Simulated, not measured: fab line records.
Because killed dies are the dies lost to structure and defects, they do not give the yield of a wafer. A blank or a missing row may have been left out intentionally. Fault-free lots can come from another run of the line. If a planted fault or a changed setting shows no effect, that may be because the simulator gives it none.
fab line records -- flow sky130
record lots=6, wafers=18, lastDay=50
route steps=708 shown POLY_GATE@233 LDD_N@237 PAD_OPEN@708
lots that met no fault: taken from a fault-free run of the same line
startH: the number of hours between the record's first day and the start of the first shown wafer of the lot -- waitH: hours from the lot's prior step to this one -- " the same as in the row above -- L1.1+2: several wafers, shown together as one row -- - no value, or no start given -- * or withheld: withheld -- < > ~ a bound
route shown NAME@n: names a module that has steps shown in the file, with the first one's number in the route -- usual: mean/standard deviation taken from wafers without a fault -- same: alike in all rows -- chamber/n: place in a boat -- sites: the reading at each site -- _std_site: the standard deviation of these -- _edge_site: mean of outer sites minus mean of inner sites -- radiusMm: for every site, how far away it sits from the centre of the wafer -- mask NAME#n: copy n -- behind: the most recent tool/chamber to have shaped the wafer -- hold: reason for holding the lot/hours on hold/outcome of the hold -- device: whichever transistor did not switch (one of n, p or np) -- end of line: tests run on the same wafers once the route is complete -- a step with no rows: only its recipe -- killed: dies that structure and defects cost at the first sort, which is not the same as the wafer's yield -- map: shows each die of a wafer: x if killed, . if not, _ if none is there
set.NAME: the run value of the setting; set.NAME@STEP: its run value at that earlier step -- model.NAME: the simulator's own value behind a step, which no gauge read
lots at some steps of the route; a table a step, a row a wafer
services: a tool's chamber out of use, with start hour (startH, from the record's first day; less than 0 if before it), hours out, and reason
## steps
# step SKY_POLY_GATE_CLEAN_19
# recipe chemistry=SC1/SC2, mix=1:4:20, tempC=70, timeS=150, dry=n2Spin
# step SKY_POLY_GATE_OXIDATION_20
# recipe tempC=850, ambient=O2, stabiliseS=600, purgeS=300, targetThkA=40, oxTimeS=899
# step SKY_POLY_GATE_THK_MEAS_21
# recipe reads=SiO2_of_POLY_GATE_OXIDATION_20
# usual POLY_GATE_OXIDATION_THK=4.00/0.076
lot.wafer,tool,chamber,startH,waitH,POLY_GATE_OXIDATION_THK[nm]
L645.2,filmMetro-04,-,414.52,0.0,4.03
L645.5,filmMetro-04,-,414.52,0.0,4.01
L645.6,filmMetro-04,-,414.52,0.0,3.99
L646.1,filmMetro-04,-,423.60,0.0,3.90
L646.2,filmMetro-04,-,423.60,0.0,3.91
L646.5,filmMetro-04,-,423.60,0.0,4.01
L651.1,filmMetro-04,-,470.45,0.0,3.97
L651.3,filmMetro-04,-,470.45,0.0,3.94
L651.6,filmMetro-04,-,470.45,0.0,3.99
L655.2,filmMetro-03,-,501.12,0.0,3.98
L655.3,filmMetro-03,-,501.12,0.0,4.01
L655.6,filmMetro-03,-,501.12,0.0,3.95
L658.1,filmMetro-04,-,582.75,0.0,3.98
L658.3,filmMetro-04,-,582.75,0.0,4.03
L658.4,filmMetro-04,-,582.75,0.0,4.00
L661.1,filmMetro-02,-,586.62,0.0,4.08
L661.5,filmMetro-02,-,586.62,0.0,3.96
L661.6,filmMetro-02,-,586.62,0.0,4.10
# step SKY_POLY_GATE_CD_MEAS_22
# usual cdNm=149.5/2.4
lot.wafer,tool,chamber,startH,waitH,cdNm
L645.2,cdSem-01,-,414.60,0.1,148.0
L645.5,cdSem-01,-,414.60,0.1,149.2
L645.6,cdSem-01,-,414.60,0.1,147.1
L646.1,cdSem-02,-,423.66,0.1,149.2
L646.2,cdSem-02,-,423.66,0.1,152.9
L646.5,cdSem-02,-,423.66,0.1,150.7
L651.1,cdSem-02,-,470.51,0.1,149.0
L651.3,cdSem-02,-,470.51,0.1,149.3
L651.6,cdSem-02,-,470.51,0.1,148.7
L655.2,cdSem-01,-,501.20,0.1,147.9
L655.3,cdSem-01,-,501.20,0.1,148.1
L655.6,cdSem-01,-,501.20,0.1,148.6
L658.1,cdSem-02,-,582.81,0.1,148.3
L658.3,cdSem-02,-,582.81,0.1,153.1
L658.4,cdSem-02,-,582.81,0.1,151.3
L661.1,cdSem-01,-,586.71,0.1,149.5
L661.5,cdSem-01,-,586.71,0.1,147.4
L661.6,cdSem-01,-,586.71,0.1,147.2
# step SKY_LDD_N_DEHYDRATE_00
# recipe tempC=200, timeS=60
# step SKY_LDD_N_HMDS_01
# recipe primeTimeS=60, primeTempC=120
# step SKY_LDD_N_COAT_02
# recipe resist=NOVOLAK, spinRpm=3000, resistThkNm=300
# step SKY_LDD_N_SOFTBAKE_03
# recipe tempC=90, timeS=60, resist=NOVOLAK
# step SKY_LDD_N_EXPOSE_04
# recipe maskId=NTM, targetCdNm=840, na=0.6, sourceShape=conventional, sigmaOuter=0.6, doseMj=108.8
# step SKY_LDD_N_PEB_05
# recipe tempC=withheld, timeS=*, resist=NOVOLAK
# step SKY_LDD_N_DEVELOP_06
# recipe developTimeS=60, devTempC=23
# step SKY_LDD_N_OVL_MEAS_07
# usual LDD_N_OVL=1.3/1.4
lot.wafer,tool,chamber,startH,waitH,LDD_N_OVL[nm]
L645.2,overlay-01,-,446.01,0.1,-0.1
L645.5,overlay-01,-,446.01,0.1,-1.6
L645.6,overlay-01,-,446.01,0.1,-1.0
L646.1,overlay-02,-,454.78,0.1,2.7
L646.2,overlay-02,-,454.78,0.1,3.7
L646.5,overlay-02,-,454.78,0.1,3.6
L651.1,overlay-01,-,500.94,0.1,2.0
L651.3,overlay-01,-,500.94,0.1,0.9
L651.6,overlay-01,-,500.94,0.1,0.3
L655.2,overlay-02,-,530.59,0.1,2.0
L655.3,overlay-02,-,530.59,0.1,1.6
L655.6,overlay-02,-,530.59,0.1,4.7
L658.1,overlay-02,-,612.03,0.1,1.1
L658.3,overlay-02,-,612.03,0.1,1.9
L658.4,overlay-02,-,612.03,0.1,0.8
L661.1,overlay-01,-,616.34,0.1,0.4
L661.5,overlay-01,-,616.34,0.1,-0.2
L661.6,overlay-01,-,616.34,0.1,0.9
# step SKY_LDD_N_IMPLANT_08
# recipe species=As, energyKev=20, doseCm2=7.5e+13, tiltDeg=withheld, rotationDeg=23
# usual beamOnS=9.97/0.21, endStationPressureTorr=5.33e-06/2.7e-07, faradayCurrentUA=424/8.5
lot.wafer,tool,chamber,startH,waitH,beamOnS,endStationPressureTorr,faradayCurrentUA
L645.2,implanter-01,0,446.06,0.0,11.79,9.05e-05,355
L645.5,implanter-01,0,446.06,0.0,11.90,7.733e-05,352
L645.6,implanter-01,0,446.06,0.0,11.94,8.804e-05,349
L646.1,implanter-01,0,454.82,0.0,11.65,8.342e-05,358
L646.2,implanter-01,0,454.82,0.0,11.54,9.435e-05,362
L646.5,implanter-01,0,454.82,0.0,11.63,8.567e-05,360
L651.1,implanter-02,0,500.97,0.0,10.35,5.47e-06,408
L651.3,implanter-02,0,500.97,0.0,9.96,5.21e-06,423
L651.6,implanter-02,0,500.97,0.0,9.79,4.93e-06,431
L655.2,implanter-01,0,530.65,0.0,10.33,5.78e-06,410
L655.3,implanter-01,0,530.65,0.0,10.11,5.27e-06,418
L655.6,implanter-01,0,530.65,0.0,9.87,5.26e-06,429
L658.1,implanter-01,0,612.07,0.0,10.24,5.13e-06,412
L658.3,implanter-01,0,612.07,0.0,9.88,5.43e-06,428
L658.4,implanter-01,0,612.07,0.0,9.80,5.39e-06,431
L661.1,implanter-02,0,616.37,0.0,9.73,5.28e-06,433
L661.5,implanter-02,0,616.37,0.0,9.99,5.59e-06,423
L661.6,implanter-02,0,616.37,0.0,10.17,5.44e-06,418
# step SKY_LDD_N_IMPLANT_09
# recipe species=As, energyKev=20, doseCm2=7.5e+13, tiltDeg=withheld, rotationDeg=113
# step SKY_PAD_OPEN_PROBE_99
# usual killed_at_M0_to_M3=43/6.8, killed_at_M4_up=3.2/1.9, killedAtContacts=24/5, killedAtFrontEnd=16/4.9, killedAtOther=0.4/0.76, killedDies=87/10, killedOpen=47/7.3, killedShort=39/6.2
# same grossDies=492, killedAtBackSide=0
lot.wafer,tool,chamber,startH,waitH,killed_at_M0_to_M3,killed_at_M4_up,killedAtContacts,killedAtFrontEnd,killedAtOther,killedDies,killedOpen,killedShort,model.etest.tipN.rsOhmSq
L645.2,prober-02,-,1103.74,0.1,47,0,27,14,1,89,48,41,434.2
L645.5,prober-02,-,1103.89,0.2,44,4,20,18,2,88,53,34,431.9
L645.6,prober-02,-,1103.94,0.2,43,2,21,26,0,92,52,40,433
L646.1,prober-01,-,1110.86,0.1,43,6,25,25,0,99,52,47,424.6
L646.2,prober-01,-,1110.91,0.1,36,2,37,11,0,86,49,37,427.8
L646.5,prober-01,-,1111.06,0.2,43,4,31,14,1,93,49,44,428.1
L651.1,prober-02,-,1141.12,0.1,41,4,19,19,4,87,42,43,441.9
L651.3,prober-02,-,1141.22,0.2,34,9,19,10,0,72,36,35,439.2
L651.6,prober-02,-,1141.37,0.2,49,2,24,14,2,91,55,33,439.2
L655.2,prober-02,-,1161.75,0.1,34,5,24,12,1,76,41,34,443
L655.3,prober-02,-,1161.80,0.2,39,3,22,11,1,76,36,38,445
L655.6,prober-02,-,1161.95,0.2,52,2,22,11,1,88,50,38,441.3
L658.1,prober-02,-,1204.56,0.1,45,3,23,12,0,83,49,34,439.8
L658.3,prober-02,-,1204.66,0.2,47,1,19,25,1,93,54,39,440
L658.4,prober-02,-,1204.71,0.2,50,4,20,8,1,83,50,33,440.9
L661.1,prober-01,-,1208.75,0.1,34,3,23,14,0,74,41,33,444.1
L661.5,prober-01,-,1208.95,0.2,49,7,24,12,0,92,56,35,444.1
L661.6,prober-01,-,1209.00,0.2,41,8,14,14,1,78,36,42,440.9
# killed by level:class
L645.2 VIA1:geometricParticle:open=18 VIA1:geometricParticle:short=9 CONTACT:geometricParticle:open=9 VIA2:geometricParticle:open=5 LI_CONTACT:geometricParticle:open=5 LOCAL_INTERCONNECT:geometricParticle:short=5 CONTACT:geometricParticle:short=5 FIELD_ISO:geometricParticle:short=4
L645.5 VIA1:geometricParticle:open=11 VIA2:geometricParticle:open=8 POLY_GATE:geometricParticle:open=7 LI_CONTACT:geometricParticle:open=6 FIELD_ISO:geometricParticle:short=5 VIA3:geometricParticle:open=5 METAL2:geometricParticle:short=5 CONTACT:geometricParticle:short=5
L645.6 VIA1:geometricParticle:open=13 CONTACT:geometricParticle:open=8 FIELD_ISO:geometricParticle:short=6 POLY_GATE:geometricParticle:open=6 VIA1:geometricParticle:short=5 LI_CONTACT:geometricParticle:open=4 LOCAL_INTERCONNECT:geometricParticle:short=4 CONTACT:geometricParticle:short=4
L646.1 LI_CONTACT:geometricParticle:open=11 VIA1:geometricParticle:short=9 VIA1:geometricParticle:open=8 CONTACT:geometricParticle:open=7 POLY_GATE:geometricParticle:short=6 FIELD_ISO:geometricParticle:open=5 METAL1:geometricParticle:short=5 METAL4:geometricParticle:short=5
L646.2 LI_CONTACT:geometricParticle:open=15 CONTACT:geometricParticle:open=10 VIA1:geometricParticle:open=9 METAL2:geometricParticle:short=8 LOCAL_INTERCONNECT:geometricParticle:short=6 CONTACT:geometricParticle:short=4 POLY_GATE:geometricParticle:short=4 VIA2:geometricParticle:open=4
L646.5 VIA1:geometricParticle:open=12 LI_CONTACT:geometricParticle:open=10 LOCAL_INTERCONNECT:geometricParticle:short=7 METAL2:geometricParticle:short=7 VIA2:geometricParticle:open=6 CONTACT:geometricParticle:short=5 CONTACT:geometricParticle:open=5 VIA1:geometricParticle:short=5
L651.1 POLY_GATE:geometricParticle:short=7 VIA2:geometricParticle:open=7 CONTACT:geometricParticle:open=6 VIA3:geometricParticle:open=6 CONTACT:geometricParticle:short=5 VIA1:geometricParticle:open=5 FIELD_ISO:geometricParticle:short=4 VIA1:geometricParticle:short=4
L651.3 CONTACT:geometricParticle:open=8 METAL1:geometricParticle:short=8 METAL4:geometricParticle:short=6 VIA1:geometricParticle:open=5 METAL2:geometricParticle:short=5 FIELD_ISO:geometricParticle:open=4 LI_CONTACT:geometricParticle:open=4 VIA2:geometricParticle:open=4
L651.6 VIA1:geometricParticle:open=12 CONTACT:geometricParticle:open=8 VIA2:geometricParticle:open=8 VIA3:geometricParticle:open=8 FIELD_ISO:geometricParticle:open=6 VIA1:geometricParticle:short=6 LI_CONTACT:geometricParticle:open=5 METAL1:geometricParticle:short=5
L655.2 LI_CONTACT:geometricParticle:open=7 VIA1:geometricParticle:open=7 METAL2:geometricParticle:short=6 CONTACT:geometricParticle:short=6 VIA3:geometricParticle:open=6 FIELD_ISO:geometricParticle:open=5 LOCAL_INTERCONNECT:geometricParticle:short=4 CONTACT:geometricParticle:open=4
L655.3 CONTACT:geometricParticle:open=8 VIA1:geometricParticle:open=8 VIA1:geometricParticle:short=8 CONTACT:geometricParticle:short=5 METAL1:geometricParticle:short=5 METAL2:geometricParticle:short=5 LI_CONTACT:geometricParticle:open=4 FIELD_ISO:geometricParticle:open=3
L655.6 CONTACT:geometricParticle:open=9 VIA1:geometricParticle:open=9 VIA3:geometricParticle:open=8 LI_CONTACT:geometricParticle:open=6 METAL1:geometricParticle:short=6 VIA2:geometricParticle:open=6 CONTACT:geometricParticle:short=5 FIELD_ISO:geometricParticle:short=4
L658.1 VIA1:geometricParticle:open=16 LI_CONTACT:geometricParticle:open=8 METAL1:geometricParticle:short=8 CONTACT:geometricParticle:open=6 VIA3:geometricParticle:open=5 FIELD_ISO:geometricParticle:short=4 LI_CONTACT:geometricParticle:short=4 VIA2:geometricParticle:open=3
L658.3 VIA3:geometricParticle:open=10 VIA1:geometricParticle:open=9 FIELD_ISO:geometricParticle:open=7 POLY_GATE:geometricParticle:short=7 CONTACT:geometricParticle:short=6 CONTACT:geometricParticle:open=6 VIA2:geometricParticle:open=6 POLY_GATE:geometricParticle:open=5
L658.4 VIA1:geometricParticle:open=14 VIA3:geometricParticle:open=9 CONTACT:geometricParticle:open=8 VIA2:geometricParticle:open=7 METAL1:geometricParticle:short=6 LI_CONTACT:geometricParticle:open=5 VIA2:geometricParticle:short=5 CONTACT:geometricParticle:short=4
L661.1 CONTACT:geometricParticle:open=10 VIA3:geometricParticle:open=8 VIA1:geometricParticle:open=7 LI_CONTACT:geometricParticle:open=6 VIA1:geometricParticle:short=6 VIA3:geometricParticle:short=5 FIELD_ISO:geometricParticle:open=4 FIELD_ISO:geometricParticle:short=4
L661.5 VIA1:geometricParticle:open=15 LI_CONTACT:geometricParticle:open=11 VIA3:geometricParticle:open=11 CONTACT:geometricParticle:open=6 METAL2:geometricParticle:short=6 CONTACT:geometricParticle:short=5 VIA2:geometricParticle:short=5 FIELD_ISO:geometricParticle:open=4
L661.6 VIA1:geometricParticle:open=9 METAL2:geometricParticle:short=8 METAL4:geometricParticle:short=7 LI_CONTACT:geometricParticle:open=5 LOCAL_INTERCONNECT:geometricParticle:short=4 CONTACT:geometricParticle:open=4 METAL1:geometricParticle:short=4 VIA2:geometricParticle:open=4
## services
tool,chamber,startH,hours,kind
implanter-02,-,445.86,1.9,repair
implanter-02,-,475.58,15.8,pm
implanter-02,-,551.17,3.2,repair
implanter-02,-,612.93,3.3,repair
## key
firstSign step=SKY_LDD_N_IMPLANT_08, reading=endStationPressureTorr, direction=up, sigmas=99+, usual=5.33e-06, struck=8.655e-05
effect step=SKY_LDD_N_IMPLANT_08, reading=beamOnS, direction=up, sigmas=8.6, usual=9.97, struck=11.74
modelEffect step=SKY_PAD_OPEN_PROBE_99, value=etest.tipN.rsOhmSq, without=441.1, struck=429.9
metAt SKY_LDD_N_IMPLANT_08
struckWafers L645.2,L645.5,L645.6,L646.1,L646.2,L646.5
testerLeftOut L645,L646
fault kind=processParameterDrift, tool=implanter-01, chamber=-, onsetH=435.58, steps=SKY_LDD_N_IMPLANT_08, channel=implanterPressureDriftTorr, offset=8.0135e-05, shape=step, endH=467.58
fault kind=processParameterDrift, tool=implanter-01, chamber=-, onsetH=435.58, steps=SKY_LDD_N_IMPLANT_08, channel=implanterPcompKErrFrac, offset=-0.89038, shape=step, endH=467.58
# testerLeftOut: of these lots the tester's yield and bins aren't shown, on N5 and GAA mostly nor the transistor test; their killed dies are dies lost to structure and defects alone, not to doping, threshold or leakage, so they don't give the yield
